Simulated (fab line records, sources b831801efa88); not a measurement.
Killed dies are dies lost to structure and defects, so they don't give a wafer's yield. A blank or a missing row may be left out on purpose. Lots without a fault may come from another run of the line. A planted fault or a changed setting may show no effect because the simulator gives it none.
fab line records | flow sky130
record lots=6 wafers=18 last_day=50
route steps=708 shown NWELL@66 PWDE@84 VT_ADJUST_HVTP@85 VT_ADJUST_LVTN@97 PAD_OPEN@708
lots that met no fault: from a run of the same line without faults
start_h: hours from the record's first day to the start of the lot's first wafer shown | wait_h: hours since the lot's step before | " the same as in the row above | L1.1+2: a row that stands for several wafers | - no value, or no start given | * or withheld: withheld | < > ~ a bound
route shown NAME@n: a module of which the file shows steps, and the number in the route of the first | usual: mean/standard deviation of fault-free wafers | same: alike in all rows | chamber/n: place in a boat | sites: the reading at each site | _std_site: their standard deviation | _edge_site: outer sites' mean less inner sites' | radius_mm: how far each site lies from the wafer's centre | mask NAME#n: copy n | behind: the tool/chamber that last shaped the wafer | hold: why the lot was held/for how many hours/how that ended | device: the transistor (n, p or np) that didn't switch | end of line: the same wafers' tests at the end of the route | a step without rows: its recipe alone | killed: dies lost to structure and defects at the first sort, not the wafer's yield | map: a wafer's dies, x killed, . not, _ none there
set.NAME: the setting as run; set.NAME@STEP: as run at that earlier step | model.NAME: the simulator's own value behind a step, which no gauge read
lots at some steps of the route; a table a step, a row a wafer
services: from which hour (start_h, from the record's first day; less than 0 if before it) a tool's chamber was out of use, for how many hours, and why
## steps
# step SKY_NWELL_IMPLANT_13
# recipe species=P energy_kev=50 dose_cm2=7e+11 tilt_deg=withheld
# step SKY_NWELL_STRIP_14
# recipe chemistry=O2/N2 power_w=1400 pressure_mtorr=1500 platen_temp_c=withheld o2_flow_sccm=3000 n2_flow_sccm=300 overash_fraction=0.5
# usual drypump_motor_current_A=6.1/0.48 oes_product_au=0.722/0.0039 strip_time_to_endpoint_s=36.92/0.11
# columns lot.wafer tool chamber start_h wait_h drypump_motor_current_A oes_product_au rf_hours_counter_h strip_time_to_endpoint_s
L436.2 plasma_asher-02 0 86.92 0.1 5.9 0.724 24 36.87
L436.3 " 1 " " 6.2 0.720 - 36.95
L436.5 " 1 " " 6.2 0.728 - 37.04
L442.3 plasma_asher-01 1 119.51 0.1 6.4 0.720 - 36.97
L442.5 " 0 " " 6.3 0.723 - 36.89
L442.6 " 1 " " 6.4 0.727 - 36.90
L443.3 plasma_asher-02 0 120.66 0.1 5.8 0.728 - 36.78
L443.4 " 1 " " 6.2 0.725 - 36.79
L443.5 " 1 " " 6.2 0.719 - 36.74
L452.2 plasma_asher-01 0 189.38 0.1 6.2 0.716 7 37.05
L452.3 " 1 " " 6.4 0.725 - 37.00
L452.6 " 0 " " 6.3 0.722 - 37.05
L448.3 plasma_asher-02 1 190.06 0.1 6.2 0.726 - 36.88
L448.4 " 0 " " 5.8 0.728 - 36.94
L448.6 " 0 " " 5.8 0.724 - 37.00
L457.3 plasma_asher-04 1 207.91 0.1 6.8 0.720 - 36.98
L457.4 " 0 " " 5.2 0.719 - 36.91
L457.6 " 0 " " 5.2 0.719 - 37.00
# step SKY_NWELL_TW_MEAS_15
# usual NWELL_TW=1832/22
# columns lot.wafer tool chamber start_h wait_h NWELL_TW
L436.2 film_metro-01 - 87.03 0.1 1827
L436.3 " - " " 1830
L436.5 " - " " 1834
L442.3 film_metro-04 - 119.59 0.1 1856
L442.5 " - " " 1856
L442.6 " - " " 1867
L443.3 film_metro-02 - 120.75 0.1 1819
L443.4 " - " " 1829
L443.5 " - " " 1819
L452.2 film_metro-02 - 189.49 0.1 1821
L452.3 " - " " 1812
L452.6 " - " " 1820
L448.3 film_metro-04 - 190.14 0.1 1865
L448.4 " - " " 1869
L448.6 " - " " 1862
L457.3 film_metro-02 - 208.00 0.1 1829
L457.4 " - " " 1817
L457.6 " - " " 1828
# step SKY_NWELL_DEHYDRATE_16
# recipe temp_c=200 time_s=60
# step SKY_NWELL_HMDS_17
# recipe prime_time_s=60 prime_temp_c=120
# step SKY_NWELL_COAT_18
# recipe spin_rpm=2000 resist_thk_nm=3000
# step SKY_NWELL_SOFTBAKE_19
# recipe temp_c=110 time_s=withheld
# step SKY_NWELL_EXPOSE_20
# recipe mask_id=NWM_COMPLEMENT na=0.6 source_shape=conventional sigma_outer=0.6 polarization=unpolarized target_cd_nm=840 dose_mj=260
# step SKY_NWELL_PEB_21
# recipe temp_c=115 time_s=withheld
# step SKY_NWELL_DEVELOP_22
# recipe wall_angle_deg=90 developer=TMAH develop_time_s=60 dev_temp_c=23
# step SKY_NWELL_OVL_MEAS_23
# usual NWELL_01_OVL=0.6/1.2
# columns lot.wafer tool chamber start_h wait_h NWELL_01_OVL[nm]
L436.2 overlay-01 - 101.54 - 2.0
L436.3 " - " " 0.5
L436.5 " - " " 3.0
L442.3 overlay-01 - 137.00 - 1.6
L442.5 " - " " 0.3
L442.6 " - " " 1.6
L443.3 overlay-01 - 137.65 - 1.5
L443.4 " - " " 0.9
L443.5 " - " " -1.0
L452.2 overlay-01 - 209.49 - 1.8
L452.3 " - " " 1.4
L452.6 " - " " 1.5
L448.3 overlay-01 - 210.47 - 0.3
L448.4 " - " " 1.0
L448.6 " - " " 0.5
L457.3 overlay-02 - 229.49 - -0.7
L457.4 " - " " -0.8
L457.6 " - " " -0.3
# step SKY_NWELL_IMPLANT_24
# recipe species=B energy_kev=140 dose_cm2=9.2e+12 tilt_deg=withheld
# step SKY_NWELL_STRIP_25
# recipe chemistry=O2/N2 power_w=1400 pressure_mtorr=1500 platen_temp_c=withheld o2_flow_sccm=3000 n2_flow_sccm=300 overash_fraction=0.5
# usual drypump_motor_current_A=6.1/0.48 oes_product_au=0.723/0.0046 strip_time_to_endpoint_s=36.93/0.11
# columns lot.wafer tool chamber start_h wait_h drypump_motor_current_A oes_product_au rf_hours_counter_h strip_time_to_endpoint_s
L436.2 plasma_asher-02 0 101.72 0.1 5.8 0.724 26 36.60
L436.3 " 0 " " 5.8 0.722 - 36.62
L436.5 " 1 " " 6.2 0.721 - 36.72
L442.3 plasma_asher-04 1 137.21 0.1 6.7 0.725 - 36.99
L442.5 " 1 " " 6.7 0.728 - 36.87
L442.6 " 0 " " 5.2 0.719 - 36.93
L443.3 plasma_asher-01 1 137.86 0.1 6.4 0.724 - 36.70
L443.4 " 0 " " 6.3 0.717 - 36.75
L443.5 " 1 " " 6.4 0.726 - 36.81
L452.2 plasma_asher-01 1 209.67 0.1 6.4 0.723 9 36.90
L452.3 " 0 " " 6.3 0.718 - 36.98
L452.6 " 1 " " 6.4 0.719 - 37.06
L448.3 plasma_asher-01 0 210.67 0.1 6.3 0.727 - 36.98
L448.4 " 1 " " 6.3 0.721 - 37.13
L448.6 " 1 " " 6.4 0.725 - 37.06
L457.3 plasma_asher-04 1 229.70 0.1 6.8 0.719 - 36.87
L457.4 " 0 " " 5.2 0.707 - 36.96
L457.6 " 1 " " 6.8 0.728 - 36.88
# step SKY_NWELL_TW_MEAS_26
# usual NWELL_2_TW=502/6
# columns lot.wafer tool chamber start_h wait_h NWELL_2_TW
L436.2 film_metro-02 - 101.83 0.1 492
L436.3 " - " " 493
L436.5 " - " " 494
L442.3 film_metro-01 - 137.30 0.1 495
L442.5 " - " " 496
L442.6 " - " " 495
L443.3 film_metro-04 - 137.95 0.1 506
L443.4 " - " " 508
L443.5 " - " " 505
L452.2 film_metro-04 - 209.78 0.1 506
L452.3 " - " " 504
L452.6 " - " " 507
L448.3 film_metro-04 - 210.76 0.1 508
L448.4 " - " " 509
L448.6 " - " " 506
L457.3 film_metro-04 - 229.78 0.1 505
L457.4 " - " " 510
L457.6 " - " " 506
# step SKY_NWELL_CLEAN_27
# recipe chemistry=SC1/SC2 mix=1:4:20 temp_c=70 time_s=150 dry=n2_spin
# step SKY_NWELL_RTA_28
# recipe temp_c=1050 time_s=30 idle_temp_c=650 ramp_up_c_per_s=150 ramp_down_c_per_s=90 ambient=N2
# usual chamber_o2_ppm=2.001/0.022 lamp_power_pct=25.30/0.051 wafer_temp_C_max=1055.0/0.86
# columns lot.wafer tool chamber start_h wait_h chamber_o2_ppm lamp_power_pct wafer_temp_C_max
L436.2 rtp_anneal-02 0 101.97 0.0 2.003 25.36 1054.6
L436.3 " 0 " " 1.979 25.31 1056.4
L436.5 " 0 " " 1.990 25.41 1054.1
L442.3 rtp_anneal-02 0 137.42 0.0 2.034 25.32 1054.7
L442.5 " 0 " " 1.986 25.24 1055.5
L442.6 " 0 " " 2.004 25.30 1055.0
L443.3 rtp_anneal-01 0 138.07 0.0 2.000 25.30 1056.2
L443.4 " 0 " " 1.977 25.25 1055.9
L443.5 " 0 " " 1.988 25.29 1055.8
L452.2 rtp_anneal-02 0 209.90 0.0 2.023 25.28 1053.6
L452.3 " 0 " " 2.015 25.35 1054.7
L452.6 " 0 " " 2.008 25.32 1055.0
L448.3 rtp_anneal-01 0 210.88 0.0 1.960 25.22 1054.9
L448.4 " 0 " " 2.001 25.13 1054.5
L448.6 " 0 " " 1.982 25.26 1054.7
L457.3 rtp_anneal-02 0 229.91 0.0 1.987 25.28 1054.7
L457.4 " 0 " " 1.963 25.34 1055.3
L457.6 " 0 " " 1.982 25.33 1054.5
# step SKY_NWELL_RS_MEAS_29
# recipe thk_meas_gauge=four-point-probe
# usual NWELL_RS=624.8/1.5
# columns lot.wafer tool chamber start_h wait_h NWELL_RS[ohm/sq]
L436.2 film_metro-02 - 102.15 0.2 624.6
L436.3 " - " " 625.5
L436.5 " - " " 623.7
L442.3 film_metro-02 - 137.53 0.1 625.7
L442.5 " - " " 625.2
L442.6 " - " " 627.7
L443.3 film_metro-02 - 138.18 0.1 624.4
L443.4 " - " " 623.3
L443.5 " - " " 624.5
L452.2 film_metro-04 - 210.00 0.1 623.4
L452.3 " - " " 622.4
L452.6 " - " " 621.2
L448.3 film_metro-02 - 210.99 0.1 624.4
L448.4 " - " " 623.8
L448.6 " - " " 625.3
L457.3 film_metro-01 - 230.02 0.1 626.9
L457.4 " - " " 623.7
L457.6 " - " " 625.3
# step SKY_NWELL_RS_MEAS_31
# recipe thk_meas_gauge=four-point-probe
# usual PWDE_RS=5271/17
# columns lot.wafer tool chamber start_h wait_h PWDE_RS[ohm/sq]
L436.2 film_metro-02 - 102.39 0.1 5274
L436.3 " - " " 5275
L436.5 " - " " 5271
L442.3 film_metro-02 - 137.77 0.1 5267
L442.5 " - " " 5255
L442.6 " - " " 5264
L443.3 film_metro-02 - 138.42 0.1 5263
L443.4 " - " " 5248
L443.5 " - " " 5245
L452.2 film_metro-04 - 210.24 0.1 5268
L452.3 " - " " 5305
L452.6 " - " " 5292
L448.3 film_metro-02 - 211.23 0.1 5299
L448.4 " - " " 5292
L448.6 " - " " 5288
L457.3 film_metro-01 - 230.26 0.1 5237
L457.4 " - " " 5245
L457.6 " - " " 5271
# step SKY_VT_ADJUST_HVTP_DEHYDRATE_00
# recipe temp_c=200 time_s=60
# step SKY_VT_ADJUST_HVTP_HMDS_01
# recipe prime_time_s=60 prime_temp_c=120
# step SKY_VT_ADJUST_HVTP_COAT_02
# recipe resist=NOVOLAK spin_rpm=3000 resist_thk_nm=1140
# step SKY_VT_ADJUST_HVTP_SOFTBAKE_03
# recipe temp_c=90 time_s=60 resist=NOVOLAK
# step SKY_VT_ADJUST_HVTP_EXPOSE_04
# recipe mask_id=HVTPM na=0.6 source_shape=conventional sigma_outer=0.6 polarization=unpolarized target_cd_nm=380 dose_mj=140
# step SKY_VT_ADJUST_HVTP_PEB_05
# recipe temp_c=withheld time_s=* resist=NOVOLAK
# step SKY_VT_ADJUST_HVTP_DEVELOP_06
# recipe resist=NOVOLAK developer=TMAH develop_time_s=60 dev_temp_c=23
# step SKY_VT_ADJUST_HVTP_CD_MEAS_07
# recipe target_cd_nm=380
# usual cd_nm=380.9/2
# columns lot.wafer tool chamber start_h wait_h cd_nm
L436.2 cd_sem-01 - 120.81 0.1 379.6
L436.3 " - " " 379.9
L436.5 " - " " 380.3
L442.3 cd_sem-02 - 156.79 0.1 380.7
L442.5 " - " " 381.2
L442.6 " - " " 381.9
L443.3 cd_sem-01 - 157.08 0.1 381.1
L443.4 " - " " 382.1
L443.5 " - " " 380.4
L452.2 cd_sem-01 - 232.16 0.1 381.5
L452.3 " - " " 379.7
L452.6 " - " " 382.7
L448.3 cd_sem-01 - 233.10 0.1 383.7
L448.4 " - " " 383.1
L448.6 " - " " 382.4
L457.3 cd_sem-01 - 253.33 0.1 382.9
L457.4 " - " " 384.4
L457.6 " - " " 384.6
# step SKY_VT_ADJUST_HVTP_OVL_MEAS_08
# usual VT_ADJUST_HVTP_OVL=-0.1/1.3
# columns lot.wafer tool chamber start_h wait_h VT_ADJUST_HVTP_OVL[nm]
L436.2 overlay-02 - 120.92 0.1 0.8
L436.3 " - " " -1.1
L436.5 " - " " 0.8
L442.3 overlay-01 - 156.88 0.1 0.3
L442.5 " - " " 2.8
L442.6 " - " " 0.9
L443.3 overlay-01 - 157.17 0.1 0.8
L443.4 " - " " 0.0
L443.5 " - " " 1.5
L452.2 overlay-02 - 232.27 0.1 -0.2
L452.3 " - " " -0.9
L452.6 " - " " -1.6
L448.3 overlay-02 - 233.19 0.1 2.8
L448.4 " - " " 3.4
L448.6 " - " " 3.7
L457.3 overlay-01 - 253.42 0.1 2.2
L457.4 " - " " -1.7
L457.6 " - " " -0.9
# step SKY_VT_ADJUST_HVTP_IMPLANT_09
# recipe species=As energy_kev=150 dose_cm2=4.3e+12 tilt_deg=withheld
# step SKY_VT_ADJUST_HVTP_STRIP_10
# recipe chemistry=O2/N2 power_w=1400 pressure_mtorr=1500 platen_temp_c=withheld o2_flow_sccm=3000 n2_flow_sccm=300 overash_fraction=0.5
# usual drypump_motor_current_A=6.11/0.27 oes_product_au=0.715/0.0046 strip_time_to_endpoint_s=14.19/0.033
# columns lot.wafer tool chamber start_h wait_h drypump_motor_current_A oes_product_au rf_hours_counter_h strip_time_to_endpoint_s
L436.2 plasma_asher-02 0 121.10 0.1 5.81 0.716 27 14.26
L436.3 " 1 " " 6.16 0.720 - 14.19
L436.5 " 1 " " 6.17 0.707 - 14.25
L442.3 plasma_asher-02 0 157.09 0.1 5.82 0.717 - 14.14
L442.5 " 0 " " 5.83 0.712 - 14.15
L442.6 " 1 " " 6.17 0.710 - 14.15
L443.3 plasma_asher-01 0 157.38 0.1 6.27 0.720 - 14.16
L443.4 " 1 " " 6.41 0.714 - 14.22
L443.5 " 0 " " 6.22 0.723 - 14.26
L452.2 plasma_asher-02 1 232.45 0.1 6.19 0.712 38 14.17
L452.3 " 0 " " 5.81 0.722 - 14.21
L452.6 " 0 " " 5.83 0.721 - 14.17
L448.3 plasma_asher-03 0 233.39 0.1 5.67 0.716 - 14.14
L448.4 " 1 " " 6.36 0.717 - 14.12
L448.6 " 0 " " 5.66 0.716 - 14.14
L457.3 plasma_asher-01 1 253.63 0.1 6.35 0.713 - 14.20
L457.4 " 0 " " 6.28 0.709 - 14.19
L457.6 " 1 " " 6.38 0.715 - 14.20
# step SKY_VT_ADJUST_HVTP_TW_MEAS_11
# usual VT_ADJUST_HVTP_TW=1362/22
# columns lot.wafer tool chamber start_h wait_h VT_ADJUST_HVTP_TW
L436.2 film_metro-01 - 121.21 0.1 1350
L436.3 " - " " 1354
L436.5 " - " " 1357
L442.3 film_metro-04 - 157.18 0.1 1402
L442.5 " - " " 1393
L442.6 " - " " 1390
L443.3 film_metro-04 - 157.47 0.1 1394
L443.4 " - " " 1392
L443.5 " - " " 1396
L452.2 film_metro-03 - 232.56 0.1 1339
L452.3 " - " " 1349
L452.6 " - " " 1342
L448.3 film_metro-04 - 233.48 0.1 1382
L448.4 " - " " 1383
L448.6 " - " " 1387
L457.3 film_metro-03 - 253.72 0.1 1350
L457.4 " - " " 1344
L457.6 " - " " 1347
# step SKY_VT_ADJUST_LVTN_DEHYDRATE_00
# recipe temp_c=200 time_s=60
# step SKY_VT_ADJUST_LVTN_HMDS_01
# recipe prime_time_s=60 prime_temp_c=120
# step SKY_VT_ADJUST_LVTN_COAT_02
# recipe spin_rpm=2000 resist_thk_nm=3000
# step SKY_VT_ADJUST_LVTN_SOFTBAKE_03
# recipe temp_c=110 time_s=withheld
# step SKY_VT_ADJUST_LVTN_EXPOSE_04
# recipe mask_id=NWM_COMPLEMENT_LESS_NATIVE na=0.6 source_shape=conventional sigma_outer=0.6 polarization=unpolarized target_cd_nm=840 dose_mj=194
# step SKY_VT_ADJUST_LVTN_PEB_05
# recipe temp_c=115 time_s=withheld
# step SKY_VT_ADJUST_LVTN_DEVELOP_06
# recipe wall_angle_deg=90 developer=TMAH develop_time_s=60 dev_temp_c=23
# step SKY_VT_ADJUST_LVTN_OVL_MEAS_07
# usual VT_ADJUST_LVTN_OVL=1.3/1.4
# columns lot.wafer tool chamber start_h wait_h VT_ADJUST_LVTN_OVL[nm]
L436.2 overlay-02 - 137.74 - 0.9
L436.3 " - " " 1.6
L436.5 " - " " 0.4
L442.3 overlay-02 - 177.57 - 0.4
L442.5 " - " " 1.4
L442.6 " - " " -0.1
L443.3 overlay-01 - 177.92 - -0.3
L443.4 " - " " -2.1
L443.5 " - " " -0.6
L452.2 overlay-01 - 255.56 - 1.3
L452.3 " - " " 1.2
L452.6 " - " " 2.4
L448.3 overlay-01 - 255.91 - 1.6
L448.4 " - " " 1.7
L448.6 " - " " -0.3
L457.3 overlay-02 - 278.11 - 1.5
L457.4 " - " " 1.7
L457.6 " - " " 1.6
# step SKY_VT_ADJUST_LVTN_IMPLANT_08
# recipe species=B energy_kev=30 dose_cm2=1.57e+12 tilt_deg=withheld
# step SKY_VT_ADJUST_LVTN_STRIP_09
# recipe chemistry=O2/N2 power_w=1400 pressure_mtorr=1500 platen_temp_c=withheld o2_flow_sccm=3000 n2_flow_sccm=300 overash_fraction=0.5
# usual drypump_motor_current_A=6.2/0.35 oes_product_au=0.722/0.0047 strip_time_to_endpoint_s=36.99/0.12
# columns lot.wafer tool chamber start_h wait_h drypump_motor_current_A oes_product_au rf_hours_counter_h strip_time_to_endpoint_s
L436.2 plasma_asher-04 0 137.92 0.1 5.2 0.721 47 37.00
L436.3 " 1 " " 6.8 0.719 - 36.89
L436.5 " 1 " " 6.8 0.723 - 37.00
L442.3 plasma_asher-03 0 177.78 0.1 5.6 0.724 - 37.02
L442.5 " 1 " " 6.3 0.722 - 37.06
L442.6 " 0 " " 5.6 0.722 - 37.01
L443.3 plasma_asher-01 1 178.13 0.1 6.4 0.719 - 36.87
L443.4 " 0 " " 6.3 0.734 - 36.84
L443.5 " 0 " " 6.2 0.726 - 36.94
L452.2 plasma_asher-01 1 255.74 0.1 6.4 0.717 14 37.05
L452.3 " 1 " " 6.4 0.727 - 37.02
L452.6 " 0 " " 6.3 0.714 - 36.94
L448.3 plasma_asher-01 0 256.12 0.1 6.3 0.725 - 37.02
L448.4 " 1 " " 6.4 0.722 - 37.08
L448.6 " 1 " " 6.4 0.717 - 36.94
L457.3 plasma_asher-01 1 278.32 0.1 6.4 0.722 - 36.99
L457.4 " 0 " " 6.3 0.720 - 37.02
L457.6 " 0 " " 6.3 0.713 - 37.02
# step SKY_VT_ADJUST_LVTN_TW_MEAS_10
# usual VT_ADJUST_LVTN_TW=240.8/1.6
# columns lot.wafer tool chamber start_h wait_h VT_ADJUST_LVTN_TW
L436.2 film_metro-01 - 138.03 0.1 240.1
L436.3 " - " " 240.1
L436.5 " - " " 239.5
L442.3 film_metro-01 - 177.86 0.1 241.6
L442.5 " - " " 241.2
L442.6 " - " " 243.0
L443.3 film_metro-02 - 178.21 0.1 241.6
L443.4 " - " " 241.6
L443.5 " - " " 240.8
L452.2 film_metro-01 - 255.85 0.1 242.1
L452.3 " - " " 242.6
L452.6 " - " " 242.4
L448.3 film_metro-03 - 256.21 0.1 238.2
L448.4 " - " " 238.4
L448.6 " - " " 238.5
L457.3 film_metro-01 - 278.41 0.1 241.6
L457.4 " - " " 239.8
L457.6 " - " " 243.3
# step SKY_PAD_OPEN_PROBE_99
# usual killed_at_M0_to_M3=43/7.3 killed_at_M4_up=3.4/1.7 killed_at_contacts=24/4.5 killed_at_front_end=16/4.4 killed_at_other=0.2/0.51 killed_dies=86/9.7 killed_open=46/6.6 killed_short=39/7.1
# same gross_dies=492 killed_at_back_side=0
# columns lot.wafer tool chamber start_h wait_h killed_at_M0_to_M3 killed_at_M4_up killed_at_contacts killed_at_front_end killed_at_other killed_dies killed_open killed_short
L436.2 prober-02 - 1072.83 0.1 57 2 22 21 0 102 56 46
L436.3 prober-02 - 1072.88 0.2 30 2 30 18 0 80 33 47
L436.5 prober-02 - 1072.98 0.2 42 3 28 17 0 90 45 45
L443.3 prober-01 - 1106.83 0.2 32 3 25 8 0 68 33 35
L443.4 prober-01 - 1106.88 0.2 51 3 26 10 1 91 51 40
L443.5 prober-01 - 1106.93 0.2 37 3 30 14 0 84 44 40
L442.3 prober-01 - 1109.66 0.2 33 4 25 13 0 75 35 40
L442.5 prober-01 - 1109.76 0.2 54 4 20 19 0 97 44 53
L442.6 prober-01 - 1109.81 0.2 37 2 23 13 0 75 41 34
L452.2 prober-01 - 1171.14 0.1 41 2 19 40 0 102 50 31
L452.3 prober-01 - 1171.19 0.2 47 5 18 60 0 130 38 50
L452.6 prober-01 - 1171.34 0.2 45 2 20 29 1 97 37 37
L448.3 prober-01 - 1175.53 0.2 41 5 24 56 0 126 45 34
L448.4 prober-01 - 1175.58 0.2 32 2 19 39 1 93 34 30
L448.6 prober-01 - 1175.68 0.2 35 2 20 43 0 100 41 36
L457.3 prober-01 - 1191.30 0.3 33 5 26 15 0 79 44 35
L457.4 prober-01 - 1191.35 0.3 32 1 22 20 0 75 39 36
L457.6 prober-01 - 1191.45 0.3 48 2 29 10 0 89 52 37
# killed by level:class
L436.2 VIA1:geometric_particle:open=18 METAL2:geometric_particle:short=11 VIA2:geometric_particle:open=11 CONTACT:geometric_particle:open=6 FIELD_ISO:geometric_particle:open=5 POLY_GATE:geometric_particle:open=5 LI_CONTACT:geometric_particle:short=5 METAL1:geometric_particle:short=5
L436.3 CONTACT:geometric_particle:open=10 POLY_GATE:geometric_particle:short=7 METAL2:geometric_particle:short=7 LOCAL_INTERCONNECT:geometric_particle:short=6 VIA1:geometric_particle:open=6 LI_CONTACT:geometric_particle:open=5 LI_CONTACT:geometric_particle:short=4 CONTACT:geometric_particle:short=4
L436.5 LI_CONTACT:geometric_particle:open=10 VIA1:geometric_particle:open=8 LOCAL_INTERCONNECT:geometric_particle:short=7 METAL2:geometric_particle:short=6 FIELD_ISO:geometric_particle:short=5 CONTACT:geometric_particle:open=5 VIA1:geometric_particle:short=5 VIA2:geometric_particle:short=5
L443.3 VIA1:geometric_particle:open=8 CONTACT:geometric_particle:short=7 VIA2:geometric_particle:open=7 LI_CONTACT:geometric_particle:open=6 LOCAL_INTERCONNECT:geometric_particle:short=4 VIA3:geometric_particle:open=4 POLY_GATE:geometric_particle:short=3 METAL4:geometric_particle:short=3
L443.4 VIA1:geometric_particle:open=13 CONTACT:geometric_particle:open=12 VIA2:geometric_particle:open=9 LOCAL_INTERCONNECT:geometric_particle:short=7 VIA1:geometric_particle:short=6 METAL1:geometric_particle:short=5 LI_CONTACT:geometric_particle:open=5 VIA2:geometric_particle:short=5
L443.5 VIA1:geometric_particle:open=12 CONTACT:geometric_particle:open=10 CONTACT:geometric_particle:short=8 VIA2:geometric_particle:open=7 LI_CONTACT:geometric_particle:open=6 METAL2:geometric_particle:short=6 LOCAL_INTERCONNECT:geometric_particle:short=5 FIELD_ISO:geometric_particle:open=4
L442.3 LOCAL_INTERCONNECT:geometric_particle:short=7 CONTACT:geometric_particle:short=6 VIA2:geometric_particle:open=6 METAL1:geometric_particle:short=6 FIELD_ISO:geometric_particle:open=4 POLY_GATE:geometric_particle:short=4 METAL2:geometric_particle:short=4 CONTACT:geometric_particle:open=4
L442.5 VIA3:geometric_particle:open=10 METAL2:geometric_particle:short=10 VIA1:geometric_particle:open=8 FIELD_ISO:geometric_particle:short=7 CONTACT:geometric_particle:open=7 VIA2:geometric_particle:short=6 VIA2:geometric_particle:open=6 LI_CONTACT:geometric_particle:open=6
L442.6 VIA2:geometric_particle:open=13 CONTACT:geometric_particle:open=11 METAL2:geometric_particle:short=6 FIELD_ISO:geometric_particle:short=5 CONTACT:geometric_particle:short=5 VIA1:geometric_particle:short=5 LOCAL_INTERCONNECT:geometric_particle:short=4 POLY_GATE:geometric_particle:open=3
L452.2 NWELL:unspecified=21 VIA1:geometric_particle:open=9 CONTACT:geometric_particle:open=7 POLY_GATE:geometric_particle:open=6 FIELD_ISO:geometric_particle:open=5 LI_CONTACT:geometric_particle:open=5 METAL2:geometric_particle:short=5 VIA2:geometric_particle:open=5
L452.3 NWELL:unspecified=42 VIA3:geometric_particle:open=9 VIA1:geometric_particle:open=9 METAL3:geometric_particle:short=7 FIELD_ISO:geometric_particle:short=6 METAL2:geometric_particle:short=6 CONTACT:geometric_particle:short=6 LI_CONTACT:geometric_particle:open=5
L452.6 NWELL:unspecified=23 VIA1:geometric_particle:open=8 VIA3:geometric_particle:open=7 METAL2:geometric_particle:short=7 CONTACT:geometric_particle:open=7 METAL1:geometric_particle:short=7 CONTACT:geometric_particle:short=6 VIA2:geometric_particle:open=6
L448.3 NWELL:unspecified=45 VIA1:geometric_particle:open=10 METAL1:geometric_particle:short=7 CONTACT:geometric_particle:open=7 LI_CONTACT:geometric_particle:open=6 VIA3:geometric_particle:short=5 VIA2:geometric_particle:open=5 FIELD_ISO:geometric_particle:open=4
L448.4 NWELL:unspecified=27 VIA2:geometric_particle:open=7 LI_CONTACT:geometric_particle:open=6 CONTACT:geometric_particle:open=5 METAL1:geometric_particle:open=5 LI_CONTACT:geometric_particle:short=4 CONTACT:geometric_particle:short=4 VIA1:geometric_particle:short=4
L448.6 NWELL:unspecified=23 FIELD_ISO:geometric_particle:open=7 METAL1:geometric_particle:short=6 VIA1:geometric_particle:open=6 METAL2:geometric_particle:short=6 CONTACT:geometric_particle:open=5 VIA2:geometric_particle:short=5 POLY_GATE:geometric_particle:short=4
L457.3 CONTACT:geometric_particle:open=13 VIA1:geometric_particle:open=11 CONTACT:geometric_particle:short=7 LI_CONTACT:geometric_particle:open=6 FIELD_ISO:geometric_particle:short=4 METAL2:geometric_particle:short=4 VIA2:geometric_particle:open=4 FIELD_ISO:geometric_particle:open=3
L457.4 CONTACT:geometric_particle:open=10 FIELD_ISO:geometric_particle:open=5 POLY_GATE:geometric_particle:open=5 LOCAL_INTERCONNECT:geometric_particle:short=5 METAL2:geometric_particle:short=5 METAL1:geometric_particle:short=4 VIA1:geometric_particle:short=4 VIA1:geometric_particle:open=4
L457.6 VIA1:geometric_particle:open=13 CONTACT:geometric_particle:open=12 VIA2:geometric_particle:open=10 LI_CONTACT:geometric_particle:open=7 FIELD_ISO:geometric_particle:short=6 VIA1:geometric_particle:short=6 CONTACT:geometric_particle:short=5 METAL1:geometric_particle:short=5
# map L448.3 (x killed, . not)
__________...x.x...._________
________x....x.x....x._______
______.....x...x....x..._____
_____...........x.....x..____
____x..xxx.............x..___
___..........x........x....__
__.x.x..x..................._
_....x............x.x...x....
_.x..x.xx........x.x.........
_x....x...................x..
_..xx.x.x........x.x.x..x....
_xx..xxx.x.xx....x.....x.xxx.
_xxxxxxxxx............x..x..x
_xxxxxxx.x...............x...
_xxxxxxx.x.x.................
__xxxxxx...x..x..xx.x..xx.x._
___xxxxxxx.x..x............__
____.xxx..x............xxx___
_____x......x.x..xx..x...____
______.x.....xx........x_____
________.............x_______
__________.........._________
# map L452.3 (x killed, . not)
__________........x._________
________...xx........._______
______.........xx.x....x_____
_____xx.....x.......x....____
____............x.x.xxxx.x___
___...xxx..........x......x__
__..x.........x...........x._
_......x....x.........x......
_x......x....x....x..........
_.....x..x.....xx.........x..
_..xx.xxx.x.....x...x..x...x.
_.xxxxxx.....x..x..x.x......x
_xxxxxxx..xx..............x..
_xxxxxx.x......x.....xx....xx
_xxxxxxx.x.....x...x..x......
__xxxxxxx.....x.x..x....x..._
___xxxxxxx..........x..x...__
____x...x.......x.xxx.....___
_____................x...____
______..x.....x..x......_____
________...x..xx.xx..x_______
__________.......x.x_________
## services
# columns tool chamber start_h hours kind
plasma_asher-01 - 105.80 2.4 repair
plasma_asher-01 - 108.75 9.0 pm
plasma_asher-01 0 108.75 9.0 vent_cycle
plasma_asher-01 1 108.75 9.0 vent_cycle
plasma_asher-02 - 116.00 1.9 repair
plasma_asher-01 0 117.75 - clean
plasma_asher-01 1 117.75 - clean
rtp_anneal-01 - 126.99 1.2 pm
plasma_asher-01 - 129.77 3.5 repair
plasma_asher-02 - 164.29 3.3 repair
plasma_asher-04 - 196.80 0.9 repair
plasma_asher-04 - 242.77 28.1 pm
plasma_asher-04 - 270.87 15.6 pm
plasma_asher-02 - 271.41 2.8 pm
plasma_asher-03 - 274.26 3.3 repair
## key
first_sign step=SKY_PAD_OPEN_PROBE_99 reading=killed_at_front_end direction=up sigmas=6.6 usual=16 struck=44
effect step=SKY_PAD_OPEN_PROBE_99 reading=killed_dies direction=up sigmas=2.3 usual=86 struck=108 wafers_moved=5
met_at SKY_NWELL_STRIP_25
struck_wafers L448.3,L448.4,L448.6,L452.2,L452.3,L452.6
tester_left_out L448,L452
onset_between 137.86 209.67
fault kind=chamber_particle_source tool=plasma_asher-01 chamber=- onset_h=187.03 steps=SKY_NWELL_STRIP_25 rate_per_visit_cm2=0.60164 end_h=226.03
# tester_left_out: of these lots the tester's yield and bins aren't shown, on N5 and GAA mostly nor the transistor test; their killed dies are dies lost to structure and defects alone, not to doping, threshold or leakage, so they don't give the yield
